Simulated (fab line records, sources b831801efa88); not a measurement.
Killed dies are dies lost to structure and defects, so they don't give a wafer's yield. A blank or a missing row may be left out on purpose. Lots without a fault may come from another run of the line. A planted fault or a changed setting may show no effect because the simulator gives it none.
A struck lot beside a sound one | flow gf180mcu | 20 steps out of a route of 602
Sound: wafers L666.2, L666.5, L666.6. Struck: wafers L669.1, L669.2, L669.5. The cause comes at the end.
At each step with rows: each side's tool, then ch and its chambers, then its first start. Under that, the readings that differ: sound wafers | struck wafers | difference of the means | sigmas: that difference in standard deviations of wafers without a fault.
alike: readings whose means differ by less than 2 such deviations, and words and numbers that are the same on both sides. not compared: withheld readings, readings that some wafer has no value for, bounds like >300 that may hide the same value, and numbers for which the record gives no deviation and whose values overlap.
The two part at a step that has a row with sigmas, a row that says differs or no value, or rows on one side only. Numbers that don't overlap but have no deviation are shown without sigmas and don't part them. A reading that every wafer of one side lacks parts them only if that side has two wafers or more.

first, 3 steps without rows for these wafers: GF_MIM_EXPOSE_16 (exposes mask FuseTop, target cd 2000 nm); GF_MIM_PEB_17; GF_MIM_DEVELOP_18 (develop time 60 s).
GF_MIM_METAL_ETCH_19: etches the open film in Cl2/BCl3, stops on Si3N4, target depth 324.5 nm, time 54.1 s.
  sound on rie_metal-01 ch 0,1, day 29 17:38; struck on rie_metal-04 ch 0,1, day 30 15:48
  alike: drypump_motor_current_A, oes_product_au, throttle_valve_pct
  not compared: rf_hours_counter_h
GF_MIM_STRIP_20: strips in O2/N2.
  sound on plasma_asher-03 ch 0,1, day 29 17:42; struck on plasma_asher-03 ch 0,1, day 30 15:52
  alike: drypump_motor_current_A, heater_power_w, oes_product_au, strip_time_to_endpoint_s
  not compared: rf_hours_counter_h
then, 7 steps without rows for these wafers: GF_MIM_STRIP_21 (strips in post etch residue remover, time 1200 s); GF_MIM_CLEAN_22 (cleans in DIW); GF_M5_DEHYDRATE_00 (time 60 s); GF_M5_HMDS_01 (prime time 60 s); GF_M5_COAT_02 (resist thk 1000 nm); GF_M5_SOFTBAKE_03 (time 60 s); GF_M5_EXPOSE_04 (exposes mask Metal5, target cd 280 nm).
GF_M5_PEB_05: peb time 90 s.
  sound on litho_track-02 ch 0, day 30 12:11; struck on litho_track-02 ch 0, day 31 09:29
then, 1 step without rows for these wafers: GF_M5_DEVELOP_06 (develop time 60 s).
GF_M5_CD_MEAS_07: target cd 280 nm.
  sound on cd_sem-01, day 30 12:31; struck on cd_sem-01, day 31 09:50
  reading    | sound             | struck            | difference | sigmas
  cd_nm (nm) | 281.3 281.8 282.8 | 273.1 271.0 271.8 | -10.0      | -8
GF_M5_OVL_MEAS_08:
  sound on overlay-02, day 30 12:37; struck on overlay-01, day 31 09:58
  reading     | sound    | struck | difference | sigmas
  M5_OVL (nm) | -3 -2 -4 | 9 1 14 | +11        | +2
GF_M5_ETCH_09: etches Si3N4 in CF4/O2, target depth 52 nm, time 11.6 s.
  sound on rie_diel-04 ch 0,1, day 30 12:39; struck on rie_diel-03 ch 0,3, day 31 10:00
  reading             | sound             | struck            | difference | sigmas
  model.M5.cd_nm (nm) | 281.5 281.8 282.2 | 272.9 271.5 272.2 | -9.6       |
  alike: drypump_motor_current_A, oes_product_au, throttle_valve_pct
  not compared: rf_hours_counter_h
GF_M5_METAL_ETCH_10: etches the open film in Cl2/BCl3, stops on SiO2, target depth 750.8 nm, time 125.1 s.
  sound on rie_metal-01 ch 0,1, day 30 12:40; struck on rie_metal-01 ch 0,1, day 31 10:01
  reading             | sound           | struck            | difference | sigmas
  model.M5.cd_nm (nm) | 275.5 279 277.6 | 267.7 267.2 265.5 | -10.6      |
  alike: drypump_motor_current_A, oes_product_au, throttle_valve_pct
  not compared: rf_hours_counter_h
GF_M5_STRIP_11: strips in O2/N2.
  sound on plasma_asher-04 ch 0,1, day 30 12:48; struck on plasma_asher-03 ch 0,1, day 31 10:09
  alike: drypump_motor_current_A, heater_power_w, oes_product_au, strip_time_to_endpoint_s
  not compared: rf_hours_counter_h
-- the record jumps here: 2 days lie between the struck wafers' starts before and after (it left off in module M5 and takes up again in module PASSIVATION, whose first step shown is number 602 of the route) --
GF_PASSIVATION_PROBE_99:
  the record has rows for the struck wafers here (prober-01, day 33 16:19) and none for the sound ones

WHERE THEY PART
First at GF_M5_CD_MEAS_07; last, within this record, at GF_PASSIVATION_PROBE_99.

WHY: what the simulator had put in
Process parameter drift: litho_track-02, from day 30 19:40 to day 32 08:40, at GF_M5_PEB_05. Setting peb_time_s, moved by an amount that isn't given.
